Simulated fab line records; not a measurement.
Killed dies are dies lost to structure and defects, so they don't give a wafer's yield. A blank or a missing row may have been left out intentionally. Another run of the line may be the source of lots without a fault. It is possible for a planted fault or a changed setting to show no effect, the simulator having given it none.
fab line records	flow sky130
[record] lots = 14	wafers = 42	last-day = 50
route steps=708 shown CONTACT@409 METAL1@434 VIA1@475
lots with no fault: from the same line, run without faults
start-h: the number of hours between the record's first day and the start of the first shown wafer of the lot	wait-h: how many hours have passed since the lot's step before this one	" unchanged from the row above	L1.1+2: a row that stands for several wafers	- either no value or no given start	* or withheld: withheld	< > ~ a bound
route shown NAME@n: NAME is a module with steps in the file, n the number in the route of the first one	usual: mean/standard deviation of fault-free wafers	same: alike in all rows	chamber/n: place in a boat	sites: readings site by site	_std_site: their standard deviation	_edge_site: outer sites' mean less inner sites'	radius-mm: for every site, how far away it sits from the centre of the wafer	mask NAME#n: copy n	behind: the last tool/chamber to shape the wafer	hold: what put the lot on hold/how long, in hours/how the hold closed	device: the transistor (n, p or np) that didn't switch	end of line: tests run on the same wafers once the route is complete	a step without rows: its recipe alone	killed: dies that structure and defects cost at the first sort, which is not the same as the wafer's yield	map: shows each die of a wafer: x if killed, . if not, _ if none is there
set.NAME: setting as actually run; set.NAME@STEP: the setting as run at that earlier step	model.NAME: the simulator's own value behind a step, which no gauge read
a sample of lots followed through the steps of the route, with each step as a table and each wafer as a row
services: from which hour (start-h, from the record's first day; less than 0 if before it) a tool's chamber was out of use, for how many hours, and why
[[steps]]
[step SKY_CONTACT_THK_MEAS_03]
[recipe] reads = SiO2_of_CONTACT_HDPCVD_02
[usual] CONTACT_HDPCVD_THK = 568/7.1
lot.wafer	tool	chamber	start-h	wait-h	CONTACT_HDPCVD_THK[nm]
L493.2	film-metro-01	-	709.05	0.0	566
L493.5	"	-	"	"	571
L493.6	"	-	"	"	568
L492.1	film-metro-03	-	710.34	0.0	568
L492.3	"	-	"	"	573
L492.5	"	-	"	"	569
L497.1	film-metro-01	-	747.99	0.0	570
L497.2	"	-	"	"	559
L497.4	"	-	"	"	574
L496.1	film-metro-01	-	750.54	0.0	570
L496.3	"	-	"	"	577
L496.5	"	-	"	"	575
L499.2	film-metro-04	-	767.47	0.0	563
L499.3	"	-	"	"	564
L499.5	"	-	"	"	572
L501.1	film-metro-01	-	785.43	0.0	572
L501.5	"	-	"	"	570
L501.6	"	-	"	"	562
L502.1	film-metro-03	-	785.79	0.0	558
L502.2	"	-	"	"	573
L502.4	"	-	"	"	574
L506.1	film-metro-03	-	812.48	0.0	568
L506.4	"	-	"	"	568
L506.6	"	-	"	"	555
L509.3	film-metro-01	-	851.66	0.1	557
L509.5	"	-	"	"	548
L509.6	"	-	"	"	566
L511.1	film-metro-03	-	853.21	0.0	573
L511.4	"	-	"	"	555
L511.5	"	-	"	"	573
L512.1	film-metro-01	-	859.84	0.0	570
L512.4	"	-	"	"	556
L512.5	"	-	"	"	569
L513.2	film-metro-03	-	866.28	0.0	562
L513.3	"	-	"	"	571
L513.5	"	-	"	"	576
L514.1	film-metro-03	-	866.79	0.0	576
L514.3	"	-	"	"	578
L514.5	"	-	"	"	572
L515.1	film-metro-01	-	877.88	0.0	575
L515.2	"	-	"	"	558
L515.6	"	-	"	"	563
[step SKY_METAL1_SPUTTER_00]
[recipe] material = Ti	target-thk-nm = 15	power-w = 3000	time-s = 10	chamber-pressure-pa = 0.4
[usual] throttle-valve-pct = 30.6/0.67
lot.wafer	tool	chamber	start-h	wait-h	throttle-valve-pct
L493.2	pvd-sputter-02	-	738.61	0.1	30.5
L493.5	"	-	"	"	28.8
L493.6	"	-	"	"	31.1
L492.1	pvd-sputter-02	-	739.96	0.2	31.3
L492.3	"	-	"	"	29.2
L492.5	"	-	"	"	29.1
L497.1	pvd-sputter-02	-	776.35	0.1	30.8
L497.2	"	-	"	"	30.5
L497.4	"	-	"	"	28.9
L496.1	pvd-sputter-04	-	779.74	0.2	30.5
L496.3	"	-	"	"	30.2
L496.5	"	-	"	"	30.2
L499.2	pvd-sputter-04	-	796.82	0.2	31.7
L499.3	"	-	"	"	30.5
L499.5	"	-	"	"	30.6
L501.1	pvd-sputter-03	-	813.65	0.2	30.7
L501.5	"	-	"	"	30.5
L501.6	"	-	"	"	31.1
L502.1	pvd-sputter-04	-	814.10	0.2	31.0
L502.2	"	-	"	"	30.5
L502.4	"	-	"	"	30.4
L506.1	pvd-sputter-02	-	840.30	0.1	30.7
L506.4	"	-	"	"	30.9
L506.6	"	-	"	"	30.3
L509.3	pvd-sputter-04	-	879.62	0.1	30.5
L509.5	"	-	"	"	31.3
L509.6	"	-	"	"	31.0
L511.1	pvd-sputter-03	-	881.27	0.1	30.8
L511.4	"	-	"	"	30.9
L511.5	"	-	"	"	31.1
L512.1	pvd-sputter-03	-	888.08	0.2	30.3
L512.4	"	-	"	"	30.2
L512.5	"	-	"	"	30.9
L513.2	pvd-sputter-02	-	894.09	0.1	30.2
L513.3	"	-	"	"	29.1
L513.5	"	-	"	"	30.4
L514.1	pvd-sputter-04	-	895.06	0.1	31.7
L514.3	"	-	"	"	30.3
L514.5	"	-	"	"	31.0
L515.1	pvd-sputter-02	-	905.36	0.1	31.1
L515.2	"	-	"	"	30.4
L515.6	"	-	"	"	30.5
[step SKY_VIA1_STRIP_17]
[recipe] chemistry = post-etch-residue-remover	time-s = 1200	temp-c = 72.5
[usual] bath-guard-temp-C = 72.7/0.55	bath-heat-duty-pct = 15.1/1.8
lot.wafer	tool	chamber	start-h	wait-h	bath-guard-temp-C	bath-heat-duty-pct
L493.2	wet-bench-03	0	795.12	0.1	73.0	14.6
L493.5	"	0	"	"	72.8	14.0
L493.6	"	0	"	"	73.2	14.6
L492.1	wet-bench-02	1	796.71	0.1	73.2	17.4
L492.3	"	1	"	"	72.7	18.5
L492.5	"	1	"	"	73.3	16.9
L497.1	wet-bench-02	3	831.41	0.1	72.5	16.4
L497.2	"	3	"	"	72.5	16.9
L497.4	"	3	"	"	73.0	16.1
L496.1	wet-bench-04	2	834.41	0.1	71.7	14.1
L496.3	"	2	"	"	71.5	14.0
L496.5	"	2	"	"	71.9	15.7
L499.2	wet-bench-04	0	851.90	0.1	72.8	11.4
L499.3	"	0	"	"	72.7	12.9
L499.5	"	0	"	"	72.8	12.1
L501.1	wet-bench-04	3	868.90	0.1	72.3	15.9
L501.5	"	3	"	"	72.7	14.4
L501.6	"	3	"	"	72.6	14.6
L502.1	wet-bench-02	0	869.60	0.1	71.8	18.0
L502.2	"	0	"	"	71.8	17.4
L502.4	"	0	"	"	71.5	17.5
L506.1	wet-bench-03	3	894.60	0.1	73.2	16.7
L506.4	"	3	"	"	73.5	15.4
L506.6	"	3	"	"	73.1	16.4
L509.3	wet-bench-03	1	932.86	0.0	-	-
L509.5	"	1	"	"	-	-
L509.6	"	1	"	"	-	-
L511.1	wet-bench-04	2	933.10	0.1	-	-
L511.4	"	2	"	"	-	-
L511.5	"	2	"	"	-	-
L512.1	wet-bench-02	1	941.02	0.1	73.2	18.2
L512.4	"	1	"	"	72.9	17.5
L512.5	"	1	"	"	73.2	17.6
L513.2	wet-bench-04	1	945.22	0.1	71.9	16.7
L513.3	"	1	"	"	72.1	16.7
L513.5	"	1	"	"	72.2	14.9
L514.1	wet-bench-04	3	946.12	0.1	72.2	14.4
L514.3	"	3	"	"	72.3	14.7
L514.5	"	3	"	"	72.4	12.8
L515.1	wet-bench-03	0	956.31	0.1	72.7	14.3
L515.2	"	0	"	"	73.0	15.4
L515.6	"	0	"	"	72.7	15.2
[step SKY_VIA1_SPUTTER_20]
[recipe] material = TiN	target-thk-nm = 20	chamber-pressure-pa = 5	power-w = 4000	time-s = 80
[usual] throttle-valve-pct = 30.2/1.1
lot.wafer	tool	chamber	start-h	wait-h	throttle-valve-pct
L493.2	pvd-sputter-04	-	795.61	0.0	30.7
L493.5	"	-	"	"	31.5
L493.6	"	-	"	"	31.0
L492.1	pvd-sputter-01	-	797.23	0.0	28.9
L492.3	"	-	"	"	27.9
L492.5	"	-	"	"	29.1
L497.1	pvd-sputter-02	-	831.90	0.0	30.5
L497.2	"	-	"	"	31.1
L497.4	"	-	"	"	29.0
L496.1	pvd-sputter-01	-	834.93	0.0	28.9
L496.3	"	-	"	"	28.0
L496.5	"	-	"	"	29.2
L499.2	pvd-sputter-01	-	852.39	0.0	28.8
L499.3	"	-	"	"	28.7
L499.5	"	-	"	"	28.8
L501.1	pvd-sputter-01	-	869.39	0.0	29.0
L501.5	"	-	"	"	29.1
L501.6	"	-	"	"	28.6
L502.1	pvd-sputter-02	-	870.09	0.0	28.8
L502.2	"	-	"	"	30.9
L502.4	"	-	"	"	30.8
L506.1	pvd-sputter-01	-	895.09	0.0	28.7
L506.4	"	-	"	"	28.2
L506.6	"	-	"	"	28.1
L509.3	pvd-sputter-04	-	933.40	0.0	31.0
L509.5	"	-	"	"	31.2
L509.6	"	-	"	"	31.6
L511.1	pvd-sputter-02	-	933.59	0.0	30.5
L511.4	"	-	"	"	30.8
L511.5	"	-	"	"	31.0
L512.1	pvd-sputter-04	-	941.65	0.0	31.8
L512.4	"	-	"	"	30.6
L512.5	"	-	"	"	31.6
L513.2	pvd-sputter-01	-	945.72	0.0	28.7
L513.3	"	-	"	"	28.8
L513.5	"	-	"	"	28.9
L514.1	pvd-sputter-01	-	946.71	0.0	28.5
L514.3	"	-	"	"	28.0
L514.5	"	-	"	"	28.9
L515.1	pvd-sputter-04	-	956.82	0.0	30.5
L515.2	"	-	"	"	30.8
L515.6	"	-	"	"	30.7
[[services]]
tool	chamber	start-h	hours	kind
pvd-sputter-01	-	736.71	1.8	repair
wet-bench-03	-	774.97	3.8	repair
pvd-sputter-02	-	781.04	8.3	repair
wet-bench-02	-	792.26	4.4	pm
wet-bench-03	-	840.83	11.8	repair
pvd-sputter-02	-	848.31	1.7	repair
pvd-sputter-01	-	897.79	44.3	repair
wet-bench-03	-	914.68	1.7	repair
[[key]]
[first-sign] step = SKY_VIA1_STRIP_17	reading = tool-record	direction = missing
effect none on later readings
met-at SKY_VIA1_STRIP_17
struck-lots L509,L511
sort-left-out L509.3,L509.5,L509.6,L511.1,L511.4,L511.5
not-acting-at SKY_CONTACT_THK_MEAS_03,SKY_METAL1_SPUTTER_00,SKY_VIA1_SPUTTER_20
onset-between 894.60 932.86
[fault] kind = skipped-step-whole	tool = wet-bench-03,wet-bench-04	chamber = -	onset-h = 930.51	steps = SKY_VIA1_STRIP_17	scope = struck-lots-only
// sort-left-out: the simulated sort isn't trusted on such a fault, so these wafers' sort isn't shown, and their yield isn't known
